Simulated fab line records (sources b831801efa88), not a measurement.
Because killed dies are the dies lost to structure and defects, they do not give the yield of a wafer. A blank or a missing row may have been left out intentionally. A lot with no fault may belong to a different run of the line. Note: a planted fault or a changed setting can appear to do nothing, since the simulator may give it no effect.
fab line records | flow sky130
[record] lots = 13 | wafers = 39 | last_day = 49
route steps=708 shown VT_ADJUST_NCORE@127 POLY_CUT@314 SD_P@330 LI_CONTACT@383
lots that met no fault: taken from a fault-free run of the same line
start_h: hours from the record's opening day to when the first of the lot's shown wafers began | wait_h: how many hours have passed since the lot's step before this one | " repeats the value in the row above | L1.1+2: a row that stands for several wafers | - no value present, or no start provided | * or withheld: withheld | < > ~ a bound
route shown NAME@n: NAME is a module with steps in the file, n the number in the route of the first one | usual: mean/standard deviation taken from wafers without a fault | same: alike in all rows | chamber/n: place in a boat | sites: the reading at each site | _std_site: how widely they spread, as a standard deviation | _edge_site: the outer-site mean with the inner-site mean subtracted | radius_mm: for every site, how far away it sits from the centre of the wafer | mask NAME#n: copy n | behind: the last tool/chamber to shape the wafer | hold: reason for holding the lot/hours on hold/outcome of the hold | device: whichever transistor did not switch (one of n, p or np) | end of line: the same wafers' tests at the end of the route | step lacking rows: just its recipe | killed: at the first sort, the dies lost to defects and structure; wafer yield is something else | map: per-die view of a wafer (x killed, . not killed, _ where there is no die)
set.NAME: the run value of the setting; set.NAME@STEP: its run value at that earlier step | model.NAME: the simulator's own value behind a step, which no gauge read
route steps across a sampled set of lots; one table per step, one row per wafer
services: a tool's chamber out of use, with start hour (start_h, from the record's first day; less than 0 if before it), hours out, and reason
[[steps]]
[step SKY_VT_ADJUST_NCORE_OVL_MEAS_08]
[usual] VT_ADJUST_NCORE_OVL = 0.1/1.5
lot.wafer | tool       | chamber | start_h | wait_h | VT_ADJUST_NCORE_OVL[nm]
L764.2    | overlay-02 | -       | 186.12  | 0.1    | 0.0
L764.4    | "          | -       | "       | "      | 0.9
L764.6    | "          | -       | "       | "      | -0.2
L765.2    | overlay-01 | -       | 190.62  | 0.1    | 2.0
L765.4    | "          | -       | "       | "      | 1.8
L765.6    | "          | -       | "       | "      | 1.8
L766.2    | overlay-02 | -       | 194.22  | 0.1    | -0.5
L766.3    | "          | -       | "       | "      | 0.6
L766.5    | "          | -       | "       | "      | -0.1
L768.1    | overlay-02 | -       | 210.71  | 0.1    | -1.7
L768.4    | "          | -       | "       | "      | -1.9
L768.6    | "          | -       | "       | "      | -1.0
L769.2    | overlay-01 | -       | 218.52  | 0.1    | 1.7
L769.3    | "          | -       | "       | "      | 0.7
L769.6    | "          | -       | "       | "      | 0.6
L770.1    | overlay-02 | -       | 222.86  | 0.1    | -0.5
L770.4    | "          | -       | "       | "      | -0.4
L770.5    | "          | -       | "       | "      | 1.2
L771.3    | overlay-02 | -       | 230.58  | 0.1    | 1.6
L771.5    | "          | -       | "       | "      | 0.4
L771.6    | "          | -       | "       | "      | -1.1
L773.2    | overlay-01 | -       | 243.77  | 0.1    | -0.6
L773.4    | "          | -       | "       | "      | 2.0
L773.5    | "          | -       | "       | "      | -0.5
L775.2    | overlay-02 | -       | 257.31  | 0.1    | -0.6
L775.3    | "          | -       | "       | "      | 0.6
L775.4    | "          | -       | "       | "      | 1.3
L779.1    | overlay-02 | -       | 289.61  | 0.1    | 2.0
L779.4    | "          | -       | "       | "      | -0.3
L779.5    | "          | -       | "       | "      | -0.3
L780.2    | overlay-01 | -       | 298.76  | 0.1    | 1.7
L780.3    | "          | -       | "       | "      | -1.4
L780.4    | "          | -       | "       | "      | -1.4
L781.1    | overlay-02 | -       | 303.93  | 0.1    | -1.6
L781.2    | "          | -       | "       | "      | -3.2
L781.6    | "          | -       | "       | "      | -1.7
L782.1    | overlay-01 | -       | 310.75  | 0.1    | 3.9
L782.3    | "          | -       | "       | "      | 0.1
L782.6    | "          | -       | "       | "      | 2.8
[step SKY_POLY_CUT_DEVELOP_07]
[recipe] develop_time_s = 60 | resist = KrF-thick | dev_temp_c = 21
[usual] developer_temp_C = 21.00/0.097
lot.wafer | tool           | chamber | start_h | wait_h | developer_temp_C
L764.2    | litho_track-02 | 0       | 559     | -      | 20.97
L764.4    | "              | 0       | "       | "      | 21.10
L764.6    | "              | 0       | "       | "      | 21.03
L765.2    | litho_track-02 | 0       | 567     | -      | 20.89
L765.4    | "              | 0       | "       | "      | 20.95
L765.6    | "              | 0       | "       | "      | 21.00
L766.2    | litho_track-03 | 0       | 571     | -      | 20.87
L766.3    | "              | 0       | "       | "      | 21.00
L766.5    | "              | 0       | "       | "      | 20.97
L768.1    | litho_track-03 | 0       | 591     | -      | 20.68
L768.4    | "              | 0       | "       | "      | 20.96
L768.6    | "              | 0       | "       | "      | 20.86
L769.2    | litho_track-02 | 0       | 597     | -      | 21.13
L769.3    | "              | 0       | "       | "      | 21.01
L769.6    | "              | 0       | "       | "      | 21.06
L770.1    | litho_track-02 | 0       | 605     | -      | 20.90
L770.4    | "              | 0       | "       | "      | 20.99
L770.5    | "              | 0       | "       | "      | 20.92
L771.3    | litho_track-02 | 0       | 619     | -      | 21.14
L771.5    | "              | 0       | "       | "      | 21.20
L771.6    | "              | 0       | "       | "      | 21.16
L773.2    | litho_track-01 | 0       | 636     | -      | 20.81
L773.4    | "              | 0       | "       | "      | 21.03
L773.5    | "              | 0       | "       | "      | 21.01
L775.2    | litho_track-01 | 0       | 653     | -      | 21.15
L775.3    | "              | 0       | "       | "      | 21.00
L775.4    | "              | 0       | "       | "      | 21.05
L779.1    | litho_track-02 | 0       | 684     | -      | 20.11
L779.4    | "              | 0       | "       | "      | 20.27
L779.5    | "              | 0       | "       | "      | 20.17
L780.2    | litho_track-03 | 0       | 697     | -      | 20.91
L780.3    | "              | 0       | "       | "      | 20.88
L780.4    | "              | 0       | "       | "      | 20.85
L781.1    | litho_track-02 | 0       | 701     | -      | 20.04
L781.2    | "              | 0       | "       | "      | 20.11
L781.6    | "              | 0       | "       | "      | 20.16
L782.1    | litho_track-03 | 0       | 707     | -      | 21.04
L782.3    | "              | 0       | "       | "      | 21.09
L782.6    | "              | 0       | "       | "      | 21.09
[step SKY_SD_P_STRIP_10]
[recipe] chemistry = O2/N2 | power_w = 1400 | pressure_mtorr = 1500 | platen_temp_c = withheld | o2_flow_sccm = 3000 | n2_flow_sccm = 300 | overash_fraction = 0.5
[usual] drypump_motor_current_A = 5.61/0.3 | oes_product_au = 0.617/0.0047 | strip_time_to_endpoint_s = 17.49/0.044
lot.wafer | tool            | chamber | start_h | wait_h | drypump_motor_current_A | oes_product_au | rf_hours_counter_h | strip_time_to_endpoint_s
L764.2    | plasma_asher-03 | 0       | 589.33  | 0.1    | 5.51                    | 0.622          | 49                 | 17.55
L764.4    | "               | 1       | "       | "      | 5.61                    | 0.618          | -                  | 17.54
L764.6    | "               | 0       | "       | "      | 5.55                    | 0.611          | -                  | 17.53
L765.2    | plasma_asher-01 | 0       | 598.39  | 0.1    | 5.06                    | 0.615          | 17                 | 17.50
L765.4    | "               | 0       | "       | "      | 5.04                    | 0.612          | -                  | 17.49
L765.6    | "               | 0       | "       | "      | 5.03                    | 0.620          | -                  | 17.52
L766.2    | plasma_asher-03 | 1       | 600.95  | 0.1    | 5.62                    | 0.624          | 50                 | 17.49
L766.3    | "               | 0       | "       | "      | 5.57                    | 0.624          | -                  | 17.51
L766.5    | "               | 0       | "       | "      | 5.54                    | 0.611          | -                  | 17.52
L768.1    | plasma_asher-03 | 0       | 621.14  | 0.1    | 5.56                    | 0.617          | 51                 | 17.54
L768.4    | "               | 1       | "       | "      | 5.60                    | 0.622          | -                  | 17.52
L768.6    | "               | 0       | "       | "      | 5.55                    | 0.616          | -                  | 17.52
L769.2    | plasma_asher-03 | 1       | 626.79  | 0.1    | 5.62                    | 0.616          | 52                 | 17.49
L769.3    | "               | 0       | "       | "      | 5.53                    | 0.621          | -                  | 17.46
L769.6    | "               | 1       | "       | "      | 5.61                    | 0.617          | -                  | 17.52
L770.1    | plasma_asher-03 | 0       | 635.98  | 0.1    | 5.55                    | 0.616          | 53                 | 17.49
L770.4    | "               | 1       | "       | "      | 5.61                    | 0.619          | -                  | 17.50
L770.5    | "               | 0       | "       | "      | 5.55                    | 0.616          | -                  | 17.49
L771.3    | plasma_asher-02 | 0       | 648.88  | 0.1    | 6.09                    | 0.620          | -                  | 17.53
L771.5    | "               | 0       | "       | "      | 6.07                    | 0.619          | -                  | 17.56
L771.6    | "               | 1       | "       | "      | 5.66                    | 0.616          | -                  | 17.57
L773.2    | plasma_asher-03 | 0       | 665.93  | 0.1    | 5.57                    | 0.616          | 55                 | 17.53
L773.4    | "               | 0       | "       | "      | 5.54                    | 0.624          | -                  | 17.58
L773.5    | "               | 1       | "       | "      | 5.60                    | 0.617          | -                  | 17.52
L775.2    | plasma_asher-01 | 0       | 682.53  | 0.1    | 5.03                    | 0.617          | 25                 | 17.43
L775.3    | "               | 1       | "       | "      | 5.87                    | 0.621          | -                  | 17.43
L775.4    | "               | 0       | "       | "      | 5.02                    | 0.611          | -                  | 17.47
L779.1    | plasma_asher-03 | 0       | 712.45  | 0.1    | 5.53                    | 0.621          | 60                 | 17.53
L779.4    | "               | 0       | "       | "      | 5.51                    | 0.617          | -                  | 17.55
L779.5    | "               | 0       | "       | "      | 5.52                    | 0.620          | -                  | 17.56
L780.2    | plasma_asher-01 | 0       | 725.80  | 0.1    | 5.04                    | 0.616          | 30                 | 17.42
L780.3    | "               | 0       | "       | "      | 5.03                    | 0.623          | -                  | 17.47
L780.4    | "               | 1       | "       | "      | 5.90                    | 0.618          | -                  | 17.45
L781.1    | plasma_asher-01 | 1       | 729.70  | 0.1    | 5.88                    | 0.613          | 30                 | 17.46
L781.2    | "               | 0       | "       | "      | 5.03                    | 0.608          | 30                 | 17.46
L781.6    | "               | 1       | "       | "      | 5.87                    | 0.617          | -                  | 17.48
L782.1    | plasma_asher-03 | 1       | 735.64  | 0.1    | 5.61                    | 0.618          | 62                 | 17.48
L782.3    | "               | 0       | "       | "      | 5.55                    | 0.610          | -                  | 17.46
L782.6    | "               | 1       | "       | "      | 5.58                    | 0.613          | -                  | 17.44
[step SKY_LI_CONTACT_CVD_21]
[recipe] material = W | target_thk_nm = 400 | time_s = 120.56 | temp_c = 400 | pressure_torr = 40
[usual] chamber_pressure_Torr = 39.99/0.088 | heater_power_w = 956/100
lot.wafer | tool     | chamber | start_h | wait_h | chamber_pressure_Torr | heater_power_w
L764.2    | cvd_w-02 | 1       | 677.49  | 0.0    | 39.95                 | 994
L764.4    | "        | 0       | "       | "      | 39.87                 | 1084
L764.6    | "        | 1       | "       | "      | 39.91                 | 967
L765.2    | cvd_w-01 | 0       | 687.39  | 0.0    | 39.82                 | 905
L765.4    | "        | 0       | "       | "      | 39.99                 | 934
L765.6    | "        | 1       | "       | "      | 40.05                 | 801
L766.2    | cvd_w-02 | 0       | 689.81  | 0.0    | 39.89                 | 1064
L766.3    | "        | 0       | "       | "      | 40.00                 | 1069
L766.5    | "        | 0       | "       | "      | 39.93                 | 1087
L768.1    | cvd_w-02 | 0       | 709.64  | 0.0    | 40.08                 | 1074
L768.4    | "        | 1       | "       | "      | 40.01                 | 963
L768.6    | "        | 1       | "       | "      | 40.24                 | 991
L769.2    | cvd_w-02 | 0       | 713.84  | 0.0    | 40.12                 | 1075
L769.3    | "        | 1       | "       | "      | 40.06                 | 995
L769.6    | "        | 0       | "       | "      | 40.13                 | 1068
L770.1    | cvd_w-02 | 0       | 722.89  | 0.0    | 40.11                 | 1100
L770.4    | "        | 0       | "       | "      | 40.01                 | 1069
L770.5    | "        | 1       | "       | "      | 40.05                 | 972
L771.3    | cvd_w-01 | 0       | 735.54  | 0.1    | 39.91                 | 924
L771.5    | "        | 1       | "       | "      | 40.07                 | 768
L771.6    | "        | 0       | "       | "      | 40.09                 | 907
L773.2    | cvd_w-02 | 1       | 752.67  | 0.0    | 39.99                 | 994
L773.4    | "        | 0       | "       | "      | 39.98                 | 1076
L773.5    | "        | 0       | "       | "      | 39.90                 | 1063
L775.2    | cvd_w-01 | 1       | 768.93  | 0.0    | 39.98                 | 781
L775.3    | "        | 1       | "       | "      | 40.10                 | 814
L775.4    | "        | 0       | "       | "      | 39.99                 | 904
L779.1    | cvd_w-02 | 0       | 796.86  | 0.0    | 40.01                 | 1065
L779.4    | "        | 0       | "       | "      | 40.00                 | 1073
L779.5    | "        | 0       | "       | "      | 40.07                 | 1064
L780.2    | cvd_w-02 | 1       | 808.89  | 0.0    | 39.99                 | 988
L780.3    | "        | 0       | "       | "      | 39.86                 | 1069
L780.4    | "        | 1       | "       | "      | 40.08                 | 993
L781.1    | cvd_w-01 | 0       | 812.61  | 0.0    | 39.99                 | 927
L781.2    | "        | 1       | "       | "      | 40.00                 | 795
L781.6    | "        | 1       | "       | "      | 40.08                 | 774
L782.1    | cvd_w-01 | 0       | 818.71  | 0.0    | 40.12                 | 897
L782.3    | "        | 1       | "       | "      | 39.81                 | 788
L782.6    | "        | 1       | "       | "      | 39.92                 | 805
[[services]]
tool            | chamber | start_h | hours | kind
cvd_w-01        | -       | 539.55  | 1.3   | repair
cvd_w-01        | 1       | 564.69  | 3.6   | repair
plasma_asher-03 | -       | 582.19  | 0.8   | repair
plasma_asher-03 | -       | 604.02  | 9.8   | repair
cvd_w-02        | 1       | 617.74  | 9.4   | repair
plasma_asher-01 | -       | 639.18  | 3.4   | repair
plasma_asher-02 | -       | 653.38  | 2.1   | repair
plasma_asher-03 | -       | 654.99  | 2.8   | pm
cvd_w-01        | 1       | 692.25  | 9.5   | repair
cvd_w-02        | -       | 725.23  | 1.5   | repair
plasma_asher-02 | -       | 733.75  | 9.0   | pm
plasma_asher-02 | 0       | 733.75  | 9.0   | vent_cycle
plasma_asher-02 | 1       | 733.75  | 9.0   | vent_cycle
plasma_asher-02 | 0       | 742.75  | -     | clean
plasma_asher-02 | 1       | 742.75  | -     | clean
cvd_w-01        | -       | 793.86  | 6.9   | pm
cvd_w-01        | -       | 800.76  | 2.8   | pm
cvd_w-01        | -       | 805.00  | 6.0   | pm
cvd_w-02        | -       | 805.73  | 3.0   | repair
litho_track-03  | -       | 806.99  | -     | consumable_replace:filter
[[key]]
[first_sign] step = SKY_POLY_CUT_DEVELOP_07 | reading = developer_temp_C | direction = down | sigmas = 8.8 | usual = * | struck = *
effect none on later readings
met_at SKY_POLY_CUT_DEVELOP_07
struck_lots L779,L781
tester_left_out L779,L781
[loop_trim] step = SKY_POLY_CUT_EXPOSE_05 | setting = dose | lots = L781
not_acting_at SKY_VT_ADJUST_NCORE_OVL_MEAS_08,SKY_SD_P_STRIP_10,SKY_LI_CONTACT_CVD_21
onset_between 619 684
[fault] kind = process_parameter_drift | tool = litho_track-02 | chamber = - | onset_h = 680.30 | steps = SKY_POLY_CUT_DEVELOP_07 | channel = dev_temp_c | offset = * | shape = step | end_h = 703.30 | acts_in = * | stated = *
// tester_left_out: of these lots the tester's yield and bins aren't shown, on N5 and GAA mostly nor the transistor test; their killed dies are dies lost to structure and defects alone, not to doping, threshold or leakage, so they don't give the yield
// loop_trim: a control loop set the setting to another value than it would have without faults
